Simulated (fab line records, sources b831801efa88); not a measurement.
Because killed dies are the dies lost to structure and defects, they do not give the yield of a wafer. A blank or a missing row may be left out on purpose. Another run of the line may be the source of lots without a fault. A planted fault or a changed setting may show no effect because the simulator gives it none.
fab line records / flow sfq-line
record: lots: 14 wafers: 42 last-day: 77
route steps=325 shown M2@101
lots untouched by any fault: they come from a run of this same line in which no faults occurred
start-h: the number of hours between the record's first day and the start of the first shown wafer of the lot / wait-h: hours elapsed since this lot's preceding step / " same as the row above / L1.1+2: a single row standing in for several wafers / - no value, or no start given / * or withheld: withheld / < > ~ a bound
route shown NAME@n: a module of which the file shows steps, and the number in the route of the first / usual: mean/standard deviation of fault-free wafers / same: alike in all rows / chamber/n: place in a boat / sites: each site's reading / _std_site: the values' standard deviation / _edge_site: the outer-site mean with the inner-site mean subtracted / radius-mm: for every site, how far away it sits from the centre of the wafer / mask NAME#n: copy n / behind: tool/chamber where the wafer was last shaped / hold: the reason the lot was held/the length of the hold in hours/how it ended / device: whichever transistor did not switch (one of n, p or np) / end of line: tests of these same wafers at the route's end / for a step that has no rows: nothing shown but its recipe / killed: the dies lost at the first sort to structure and to defects; this is not the yield of the wafer / map: shows each die of a wafer: x if killed, . if not, _ if none is there
set.NAME: the setting that was run; set.NAME@STEP: the one run at that earlier step / model.NAME: the simulator's own value behind a step, which no gauge read
one table for each step of the route and one row for each wafer, over a sample of lots
services: from which hour (start-h, from the record's first day; less than 0 if before it) a tool's chamber was out of use, for how many hours, and why
== steps ==
step: SFQ_TRILAYER_M2_STRIP_STRIP_061
recipe: gas: O2 power-w: 200 platen-temp-c: 40 overash-fraction: 0.65 chemistry: O2 pressure-mtorr: 50
usual: drypump-motor-current-A: 5.8/0.46 oes-product-au: 1.000/0.0073 overash-fraction: 0.65/0
lot.wafer=L139.2 tool=rie-metal-01 chamber=1 start-h=464.08 wait-h=0.1 drypump-motor-current-A=5.8 oes-product-au=1.006 overash-fraction=0.65 rf-hours-counter-h=59
lot.wafer=L139.3 tool=rie-metal-01 chamber=1 start-h=464.08 wait-h=0.1 drypump-motor-current-A=5.8 oes-product-au=1.004 overash-fraction=0.65 rf-hours-counter-h=-
lot.wafer=L139.5 tool=rie-metal-01 chamber=1 start-h=464.08 wait-h=0.1 drypump-motor-current-A=5.8 oes-product-au=1.007 overash-fraction=0.65 rf-hours-counter-h=-
lot.wafer=L140.2 tool=rie-metal-02 chamber=1 start-h=471.28 wait-h=0.1 drypump-motor-current-A=5.6 oes-product-au=0.996 overash-fraction=0.65 rf-hours-counter-h=58
lot.wafer=L140.4 tool=rie-metal-02 chamber=0 start-h=471.28 wait-h=0.1 drypump-motor-current-A=6.4 oes-product-au=1.000 overash-fraction=0.65 rf-hours-counter-h=-
lot.wafer=L140.6 tool=rie-metal-02 chamber=1 start-h=471.28 wait-h=0.1 drypump-motor-current-A=5.6 oes-product-au=0.993 overash-fraction=0.65 rf-hours-counter-h=-
lot.wafer=L142.1 tool=rie-metal-02 chamber=1 start-h=480.88 wait-h=0.1 drypump-motor-current-A=5.6 oes-product-au=0.988 overash-fraction=0.65 rf-hours-counter-h=60
lot.wafer=L142.2 tool=rie-metal-02 chamber=0 start-h=480.88 wait-h=0.1 drypump-motor-current-A=6.3 oes-product-au=0.988 overash-fraction=0.65 rf-hours-counter-h=45
lot.wafer=L142.6 tool=rie-metal-02 chamber=1 start-h=480.88 wait-h=0.1 drypump-motor-current-A=5.6 oes-product-au=0.991 overash-fraction=0.65 rf-hours-counter-h=-
lot.wafer=L144.1 tool=rie-metal-01 chamber=1 start-h=494.08 wait-h=0.1 drypump-motor-current-A=5.9 oes-product-au=0.998 overash-fraction=0.65 rf-hours-counter-h=63
lot.wafer=L144.2 tool=rie-metal-01 chamber=0 start-h=494.08 wait-h=0.1 drypump-motor-current-A=5.0 oes-product-au=0.998 overash-fraction=0.65 rf-hours-counter-h=76
lot.wafer=L144.3 tool=rie-metal-01 chamber=0 start-h=494.08 wait-h=0.1 drypump-motor-current-A=5.0 oes-product-au=1.005 overash-fraction=0.65 rf-hours-counter-h=-
lot.wafer=L147.3 tool=rie-metal-02 chamber=1 start-h=529.08 wait-h=0.2 drypump-motor-current-A=5.6 oes-product-au=0.986 overash-fraction=0.39 rf-hours-counter-h=-
lot.wafer=L147.4 tool=rie-metal-02 chamber=0 start-h=529.08 wait-h=0.2 drypump-motor-current-A=6.3 oes-product-au=0.988 overash-fraction=0.39 rf-hours-counter-h=-
lot.wafer=L147.5 tool=rie-metal-02 chamber=0 start-h=529.08 wait-h=0.2 drypump-motor-current-A=6.4 oes-product-au=1.000 overash-fraction=0.39 rf-hours-counter-h=-
lot.wafer=L148.1 tool=rie-metal-02 chamber=1 start-h=545.58 wait-h=0.1 drypump-motor-current-A=5.6 oes-product-au=0.992 overash-fraction=0.39 rf-hours-counter-h=72
lot.wafer=L148.3 tool=rie-metal-02 chamber=0 start-h=545.58 wait-h=0.1 drypump-motor-current-A=6.3 oes-product-au=0.998 overash-fraction=0.39 rf-hours-counter-h=-
lot.wafer=L148.6 tool=rie-metal-02 chamber=0 start-h=545.58 wait-h=0.1 drypump-motor-current-A=6.4 oes-product-au=0.991 overash-fraction=0.39 rf-hours-counter-h=-
lot.wafer=L154.1 tool=rie-metal-01 chamber=1 start-h=593.13 wait-h=0.1 drypump-motor-current-A=5.8 oes-product-au=0.996 overash-fraction=0.65 rf-hours-counter-h=81
lot.wafer=L154.4 tool=rie-metal-01 chamber=1 start-h=593.13 wait-h=0.1 drypump-motor-current-A=5.8 oes-product-au=0.998 overash-fraction=0.65 rf-hours-counter-h=-
lot.wafer=L154.5 tool=rie-metal-01 chamber=1 start-h=593.13 wait-h=0.1 drypump-motor-current-A=5.8 oes-product-au=1.003 overash-fraction=0.65 rf-hours-counter-h=-
lot.wafer=L155.2 tool=rie-metal-02 chamber=1 start-h=606.13 wait-h=0.1 drypump-motor-current-A=5.6 oes-product-au=0.995 overash-fraction=0.65 rf-hours-counter-h=84
lot.wafer=L155.3 tool=rie-metal-02 chamber=0 start-h=606.13 wait-h=0.1 drypump-motor-current-A=6.3 oes-product-au=1.004 overash-fraction=0.65 rf-hours-counter-h=-
lot.wafer=L155.4 tool=rie-metal-02 chamber=1 start-h=606.13 wait-h=0.1 drypump-motor-current-A=5.6 oes-product-au=1.006 overash-fraction=0.65 rf-hours-counter-h=-
lot.wafer=L156.3 tool=rie-metal-02 chamber=0 start-h=609.93 wait-h=0.2 drypump-motor-current-A=6.3 oes-product-au=0.995 overash-fraction=0.65 rf-hours-counter-h=-
lot.wafer=L156.5 tool=rie-metal-02 chamber=1 start-h=609.93 wait-h=0.2 drypump-motor-current-A=5.6 oes-product-au=0.996 overash-fraction=0.65 rf-hours-counter-h=-
lot.wafer=L156.6 tool=rie-metal-02 chamber=0 start-h=609.93 wait-h=0.2 drypump-motor-current-A=6.3 oes-product-au=1.005 overash-fraction=0.65 rf-hours-counter-h=-
lot.wafer=L157.1 tool=rie-metal-02 chamber=0 start-h=612.13 wait-h=0.1 drypump-motor-current-A=6.4 oes-product-au=1.001 overash-fraction=0.65 rf-hours-counter-h=66
lot.wafer=L157.2 tool=rie-metal-02 chamber=1 start-h=612.13 wait-h=0.1 drypump-motor-current-A=5.6 oes-product-au=0.988 overash-fraction=0.65 rf-hours-counter-h=85
lot.wafer=L157.3 tool=rie-metal-02 chamber=0 start-h=612.13 wait-h=0.1 drypump-motor-current-A=6.4 oes-product-au=1.005 overash-fraction=0.65 rf-hours-counter-h=-
lot.wafer=L158.1 tool=rie-metal-04 chamber=0 start-h=626.82 wait-h=0.2 drypump-motor-current-A=6.0 oes-product-au=1.000 overash-fraction=0.65 rf-hours-counter-h=19
lot.wafer=L158.2 tool=rie-metal-04 chamber=0 start-h=626.82 wait-h=0.2 drypump-motor-current-A=6.0 oes-product-au=0.993 overash-fraction=0.65 rf-hours-counter-h=-
lot.wafer=L158.5 tool=rie-metal-04 chamber=0 start-h=626.82 wait-h=0.2 drypump-motor-current-A=6.0 oes-product-au=0.998 overash-fraction=0.65 rf-hours-counter-h=-
lot.wafer=L160.1 tool=rie-metal-02 chamber=0 start-h=631.43 wait-h=0.1 drypump-motor-current-A=6.4 oes-product-au=1.008 overash-fraction=0.65 rf-hours-counter-h=69
lot.wafer=L160.4 tool=rie-metal-02 chamber=1 start-h=631.43 wait-h=0.1 drypump-motor-current-A=5.6 oes-product-au=0.997 overash-fraction=0.65 rf-hours-counter-h=-
lot.wafer=L160.5 tool=rie-metal-02 chamber=0 start-h=631.43 wait-h=0.1 drypump-motor-current-A=6.3 oes-product-au=1.017 overash-fraction=0.65 rf-hours-counter-h=-
lot.wafer=L161.4 tool=rie-metal-02 chamber=0 start-h=643.63 wait-h=0.2 drypump-motor-current-A=6.4 oes-product-au=1.008 overash-fraction=0.65 rf-hours-counter-h=-
lot.wafer=L161.5 tool=rie-metal-02 chamber=1 start-h=643.63 wait-h=0.2 drypump-motor-current-A=5.6 oes-product-au=0.998 overash-fraction=0.65 rf-hours-counter-h=-
lot.wafer=L161.6 tool=rie-metal-02 chamber=0 start-h=643.63 wait-h=0.2 drypump-motor-current-A=6.4 oes-product-au=1.008 overash-fraction=0.65 rf-hours-counter-h=-
lot.wafer=L162.2 tool=rie-metal-02 chamber=1 start-h=645.83 wait-h=0.1 drypump-motor-current-A=5.6 oes-product-au=0.999 overash-fraction=0.65 rf-hours-counter-h=91
lot.wafer=L162.5 tool=rie-metal-02 chamber=1 start-h=645.83 wait-h=0.1 drypump-motor-current-A=5.6 oes-product-au=1.003 overash-fraction=0.65 rf-hours-counter-h=-
lot.wafer=L162.6 tool=rie-metal-02 chamber=0 start-h=645.83 wait-h=0.1 drypump-motor-current-A=6.3 oes-product-au=1.003 overash-fraction=0.65 rf-hours-counter-h=-
== services ==
tool=rie-metal-01 chamber=- start-h=469.53 hours=2.8 kind=pm
tool=rie-metal-04 chamber=0 start-h=519.61 hours=- kind=clean
tool=rie-metal-04 chamber=0 start-h=519.61 hours=15.3 kind=scheduled-down
tool=rie-metal-04 chamber=0 start-h=519.61 hours=15.3 kind=vent-cycle
tool=rie-metal-02 chamber=- start-h=533.04 hours=2.8 kind=pm
tool=rie-metal-04 chamber=1 start-h=601.87 hours=2.0 kind=repair
tool=rie-metal-04 chamber=0 start-h=602.81 hours=1.1 kind=repair
tool=rie-metal-04 chamber=1 start-h=605.60 hours=- kind=clean
tool=rie-metal-04 chamber=1 start-h=605.60 hours=21.0 kind=scheduled-down
tool=rie-metal-04 chamber=1 start-h=605.60 hours=21.0 kind=vent-cycle
== key ==
first-sign: step: SFQ_TRILAYER_M2_STRIP_STRIP_061 reading: overash-fraction direction: down sigmas: 99+ usual: 0.65 struck: 0.39
effect none on later readings
met-at SFQ_TRILAYER_M2_STRIP_STRIP_061
struck-lots L147,L148
onset-between 480.88 529.08
fault: kind: process-parameter-drift tool: rie-metal-02 chamber: - onset-h: 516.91 steps: SFQ_TRILAYER_M2_STRIP_STRIP_061 channel: overash-fraction offset: -0.26 shape: step end-h: 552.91 acts-in: these-recipes-only stated: 0.65
